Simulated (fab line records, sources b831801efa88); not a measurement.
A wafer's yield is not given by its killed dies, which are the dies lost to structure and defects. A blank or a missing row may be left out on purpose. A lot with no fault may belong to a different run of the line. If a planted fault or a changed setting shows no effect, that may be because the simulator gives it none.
The tool behind it: which one?    flow gf180mcu    6 lots with 18 wafers sampled at 2 steps, on a route of 602 steps

== WHAT THE GAUGES SHOWED, per wafer ==
GF_STI_THK_MEAS_30.
lot   measured     on            STI_OXIDATION_02_THK (nm)
L812  day 2 13:35  filmMetro-02  16.08 16.64 16.35
L814  day 2 21:02  filmMetro-04  10.14 10.15 10.08
L817  day 3 13:20  filmMetro-04  10.18 10.11 10.11
L825  day 5 06:55  filmMetro-02  9.92 10.22 10.04
L829  day 6 02:55  filmMetro-04  10.09 10.36 10.11
L832  day 6 18:23  filmMetro-01  10.35 10.21 10.24

== WHICH TOOL RAN EACH LOT (tool, then ch and the chambers of the sampled wafers, then the start) ==
lot   GF_STI_OXIDATION_29
L812  furnace-01 ch 0, day 2 10:13 and furnace-02 ch 0, day 2 12:11
L814  furnace-01 ch 0, day 2 19:37
L817  furnace-01 ch 0, day 3 11:56
L825  furnace-02 ch 0, day 5 05:32
L829  furnace-01 ch 0, day 6 01:31
L832  furnace-02 ch 0, day 6 16:59
- GF_STI_OXIDATION_29: stabilise 600 s, purge 300 s, target thk 10 nm.

== THE ANSWER, worked out from the rows above alone ==
Rule: what is usual is taken from the lots themselves. Put in order of their means at a reading, lots are off if they are a third of the lots or fewer, leave a main group of 4 or more, and stand apart from it by a gap of 3 or more times the standard deviation of the main group's means; of several such gaps the widest counts. If all means in a main group match to the digits the tables above print for the reading, that group is not used. Also off: a lot with no number at a reading for which 4 or more lots have one. All remaining lots with rows at the step are treated as sound.
Off: L812, at GF_STI_THK_MEAS_30 (STI_OXIDATION_02_THK). For the main group the mean is 10.15 nm and the standard deviation 0.069.
A tool fits if, at a process step before that reading, it ran every lot that is off, and no sound lot after the first of them. Those tools and the gauges at GF_STI_THK_MEAS_30 are tried in the same way. Of those tried, none fits.

== WHAT THE SIMULATOR HAD PUT IN ==
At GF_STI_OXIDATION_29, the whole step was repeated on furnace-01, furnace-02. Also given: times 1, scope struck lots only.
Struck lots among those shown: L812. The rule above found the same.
